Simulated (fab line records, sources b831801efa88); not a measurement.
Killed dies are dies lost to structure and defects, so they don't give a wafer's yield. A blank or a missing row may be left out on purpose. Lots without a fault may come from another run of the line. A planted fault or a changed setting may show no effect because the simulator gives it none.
Which tool did it? | flow sky130 | 13 lots, 39 wafers sampled, at 5 steps of a route of 708

WHAT THE GAUGES READ, wafer by wafer
SKY_POLY_GATE_OVL_MEAS_14.
lot  | measured     | on         | POLY_GATE_OVL (nm)
L401 | day 16 19:33 | overlay-02 | 16 12 5
L403 | day 17 19:41 | overlay-02 | -1 -6 -1
L404 | day 18 02:51 | overlay-01 | 1 5 -1
L407 | day 19 16:32 | overlay-02 | 0 9 -4
L408 | day 19 16:43 | overlay-01 | 4 0 11
L409 | day 20 07:24 | overlay-01 | 11 1 8
L410 | day 20 08:31 | overlay-02 | 3 8 0
L411 | day 21 12:50 | overlay-01 | 0 0 -2
L412 | day 21 14:44 | overlay-01 | -9 -7 -3
L413 | day 21 22:30 | overlay-01 | 7 5 -1
L414 | day 22 00:05 | overlay-01 | 2 4 6
L418 | day 22 15:06 | overlay-02 | -8 3 4
L420 | day 23 12:32 | overlay-01 | -6 -1 1

SKY_POLY_GATE_CD_MEAS_22.
lot  | measured     | on        | cd_nm (nm)
L401 | day 16 22:32 | cd_sem-02 | 146.8 147.5 147.1
L403 | day 17 23:36 | cd_sem-01 | 151.4 150.9 151.2
L404 | day 18 05:04 | cd_sem-01 | 149.6 150.5 150.0
L407 | day 19 18:19 | cd_sem-02 | 150.1 151.8 149.9
L408 | day 19 19:33 | cd_sem-02 | 154.6 152.8 154.5
L409 | day 20 09:17 | cd_sem-02 | 150.1 150.3 151.1
L410 | day 20 10:31 | cd_sem-01 | 147.8 145.6 148.7
L411 | day 21 14:35 | cd_sem-01 | 154.5 149.6 153.4
L412 | day 21 16:31 | cd_sem-01 | 146.1 150.1 149.3
L413 | day 22 01:56 | cd_sem-01 | 150.6 151.2 149.7
L414 | day 22 01:52 | cd_sem-02 | 147.3 150.0 149.0
L418 | day 22 16:50 | cd_sem-02 | 150.0 149.7 147.8
L420 | day 23 14:16 | cd_sem-01 | 152.3 149.7 150.9

SKY_POLY_CUT_CD_MEAS_08: target cd 270 nm.
lot  | measured     | on        | cd_nm (nm)
L401 | day 24 15:38 | cd_sem-01 | 268.3 270.7 269.3
L403 | day 25 15:31 | cd_sem-01 | 270.7 269.7 268.0
L404 | day 25 21:56 | cd_sem-01 | 270.9 271.0 271.3
L407 | day 27 10:53 | cd_sem-01 | 270.5 269.4 269.4
L408 | day 27 12:46 | cd_sem-01 | 272.3 271.9 271.9
L409 | day 28 00:17 | cd_sem-02 | 271.4 272.6 271.4
L410 | day 28 00:58 | cd_sem-01 | 269.5 269.6 269.7
L411 | day 29 01:27 | cd_sem-01 | 270.1 269.3 269.4
L412 | day 29 02:37 | cd_sem-02 | 271.8 270.7 270.6
L413 | day 29 12:34 | cd_sem-01 | 270.3 269.7 269.6
L414 | day 29 14:26 | cd_sem-01 | 270.2 270.4 269.7
L418 | day 30 01:50 | cd_sem-01 | 268.6 248.2 269.6
L420 | day 31 00:51 | cd_sem-01 | 268.5 248.2 270.0

WHICH TOOL RAN EACH LOT (tool, then ch and the chambers of the sampled wafers, then the start)
lot  | SKY_POLY_GATE_ETCH_15              | SKY_POLY_CUT_EXPOSE_05
L401 | rie_diel-01 ch 0,1,2, day 16 19:35 | krf_scanner-02 ch 0, day 24 01:16
L403 | rie_diel-02 ch 1,3, day 17 19:43   | krf_scanner-02 ch 0, day 25 00:20
L404 | rie_diel-02 ch 1,2,3, day 18 02:55 | krf_scanner-01 ch 0, day 25 07:04
L407 | rie_diel-02 ch 0,2,3, day 19 16:34 | krf_scanner-01 ch 0, day 26 20:45
L408 | rie_diel-03 ch 1,2,3, day 19 16:44 | krf_scanner-01 ch 0, day 26 22:48
L409 | rie_diel-03 ch 2,3, day 20 07:28   | krf_scanner-02 ch 0, day 27 09:55
L410 | rie_diel-01 ch 2,3, day 20 08:32   | krf_scanner-02 ch 0, day 27 10:46
L411 | rie_diel-03 ch 0,1,3, day 21 12:52 | krf_scanner-02 ch 0, day 28 11:08
L412 | rie_diel-02 ch 0,1,3, day 21 14:46 | krf_scanner-02 ch 0, day 28 12:15
L413 | rie_diel-01 ch 1,2, day 21 22:31   | krf_scanner-02 ch 0, day 28 22:37
L414 | rie_diel-01 ch 2,3, day 22 00:07   | krf_scanner-01 ch 0, day 29 00:22
L418 | rie_diel-03 ch 1,2, day 22 15:08   | krf_scanner-01 ch 0, day 29 12:19
L420 | rie_diel-03 ch 0,2, day 23 12:34   | krf_scanner-01 ch 0, day 30 12:04
- SKY_POLY_GATE_ETCH_15: etches BARC in N2/H2, stops on SiO2, time 118.5 s, target depth 110 nm.
- SKY_POLY_CUT_EXPOSE_05: exposes mask NPCM, target cd 270 nm.

WHAT THE TOOLS THEMSELVES READ (means of the sampled wafers that have a number; where no wafer has one, the mark that the record gives instead)
SKY_POLY_GATE_ETCH_15.
lot  | tool        | drypump_motor_current_A (A) | oes_product_au (a.u.) | throttle_valve_pct (%)
L401 | rie_diel-01 | 5.7                         | 0.715                 | 13.202
L403 | rie_diel-02 | 5.8                         | 0.713                 | 13.211
L404 | rie_diel-02 | 5.6                         | 0.721                 | 13.211
L407 | rie_diel-02 | 5.8                         | 0.716                 | 13.212
L408 | rie_diel-03 | 5.6                         | 0.718                 | 13.211
L409 | rie_diel-03 | 5.6                         | 0.719                 | 13.222
L410 | rie_diel-01 | 5.7                         | 0.714                 | 13.214
L411 | rie_diel-03 | 6.0                         | 0.715                 | 13.211
L412 | rie_diel-02 | 6.1                         | 0.716                 | 13.219
L413 | rie_diel-01 | 6.1                         | 0.715                 | 13.207
L414 | rie_diel-01 | 5.7                         | 0.716                 | 13.216
L418 | rie_diel-03 | 5.7                         | 0.716                 | 13.211
L420 | rie_diel-03 | 5.9                         | 0.716                 | 13.215

THE ANSWER, worked out from the rows above alone
Rule: what is usual is taken from the lots themselves. Put in order of their means at a reading, lots are off if they are a third of the lots or fewer, leave a main group of 4 or more, and stand apart from it by a gap of 3 or more times the standard deviation of the main group's means; of several such gaps the widest counts. A main group whose means are all the same, to the digits that the tables above print for the reading, isn't used. A lot without any number at a reading at which 4 lots or more have one is off too. The other lots that the step has rows for count as sound. The gauges are gone through in route order, then the tools' own readings, and for those a lot's mean is taken as printed above. The first step at which some lot is off is used, and at that step the reading that is off furthest; a lot without a number counts as furthest.
Off: L418, L420, at SKY_POLY_CUT_CD_MEAS_08 (cd_nm). The main group: mean 270.3 nm, standard deviation 0.92.
A tool fits if, at a process step before that reading, it ran every lot that is off, and no sound lot after the first of them. The gauges at SKY_POLY_CUT_CD_MEAS_08 are tried like those tools. Can't be told from this: 3 tools fit, rie_diel-03 at SKY_POLY_GATE_ETCH_15, krf_scanner-01 at SKY_POLY_CUT_EXPOSE_05, cd_sem-01 at SKY_POLY_CUT_CD_MEAS_08.

WHAT THE SIMULATOR HAD PUT IN
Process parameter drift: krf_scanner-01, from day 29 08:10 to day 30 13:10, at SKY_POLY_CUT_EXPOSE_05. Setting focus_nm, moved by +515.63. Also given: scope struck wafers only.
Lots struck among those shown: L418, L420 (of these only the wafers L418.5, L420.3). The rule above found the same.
